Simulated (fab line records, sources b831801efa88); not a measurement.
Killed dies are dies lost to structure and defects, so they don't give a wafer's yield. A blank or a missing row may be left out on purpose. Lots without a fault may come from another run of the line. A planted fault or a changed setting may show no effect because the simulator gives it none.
Problem report in the 8D (eight disciplines) form, filled by code | flow sky130 | the parts of the form that need people (team, actions taken, sign-off) are left out

1. THE PROBLEM
cd_nm at SKY_VT_ADJUST_NCORE_CD_MEAS_07 reads a mean of 350.8 nm on 4 wafers of 3 lots; wafers without a fault read 380.3 nm with a standard deviation of 2.6. That is -11 standard deviations from the usual mean.
The step: target cd 380 nm.
First seen on wafer L993.2, day 12 18:11, on cd_sem-02. The record holds 38 wafers of 13 lots with a number at this step. Rule for "out", or "out of limits": more than 4 standard deviations from the usual mean. The other wafers with a number count as sound.

2. WHAT IT IS AND WHAT IT IS NOT
question                    | is                             | is not
which readings at this step | cd_nm                          | -
which lots                  | L993, L994, L995               | L979, L981, L982, L983, L984, L985, L986, L989, L991, L992
which wafers of those lots  | L993.2, L994.2, L995.1, L995.2 | L993.4, L994.3, L994.5, L995.5
read on which gauges        | cd_sem-02                      | cd_sem-01
when                        | from day 12 18:11              | up to then (31 sound wafers); but 3 sound wafers of L994, L995 came after

3. SUSPECTS, AND WHAT RULES EACH OUT
Counting: a tool at a process step up to the reading stays a suspect if it ran every lot that is out. Sound lots after the first of them don't rule it out here, since some wafers of a struck lot are sound.
- the gauge at SKY_VT_ADJUST_NCORE_CD_MEAS_07: kept. All the wafers that are out were read on cd_sem-02, and no step on other tools shows them out.
- iline_stepper-01 at SKY_VT_ADJUST_NCORE_EXPOSE_04 (exposes mask LVTN COMPLEMENT THIN, target cd 380 nm): kept. It ran every lot that is out, first L993 (day 12 06:38); its last sound lot up to then is L992 (day 11 22:10).
Left after counting: iline_stepper-01 at SKY_VT_ADJUST_NCORE_EXPOSE_04, cd_sem-02 at SKY_VT_ADJUST_NCORE_CD_MEAS_07.

4. THE CAUSE (what the simulator had put in)
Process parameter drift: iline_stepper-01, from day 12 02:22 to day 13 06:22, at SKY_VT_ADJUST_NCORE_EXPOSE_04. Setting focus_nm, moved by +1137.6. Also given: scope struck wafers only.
Counting left 2 suspects, and this tool is among them.

5. THE CHAIN OF EFFECTS, in route order
Each row: a reading whose mean over the struck wafers that have a number lies more than 3 standard deviations from the usual. Only readings for which the record gives a usual standard deviation are gone through. hours: the time from each lot's start at the first step in this table that gives one to its start at this step, as a median over the lots. sigmas: the change in usual standard deviations.
hours | step                           | reading | usual    | on struck wafers | change | sigmas
0     | SKY_VT_ADJUST_NCORE_CD_MEAS_07 | cd_nm   | 380.3 nm | 350.8            | -29.5  | -11
Later measuring or inspecting steps at which every struck wafer that the step has a row for has a number for every such reading, and none has moved that far: SKY_POLY_GATE_THK_MEAS_04, SKY_LDD_P_OVL_MEAS_08.

6. WHAT WOULD HAVE CAUGHT IT SOONER
In this record the first reading out of limits at a measuring or inspecting step was taken at day 12 18:11, 16 hours after the fault began at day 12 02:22.
Of the lots that are out (3), L995 began SKY_VT_ADJUST_NCORE_EXPOSE_04 on iline_stepper-01 after day 12 18:11. A hold on the tool at that time would have spared it.
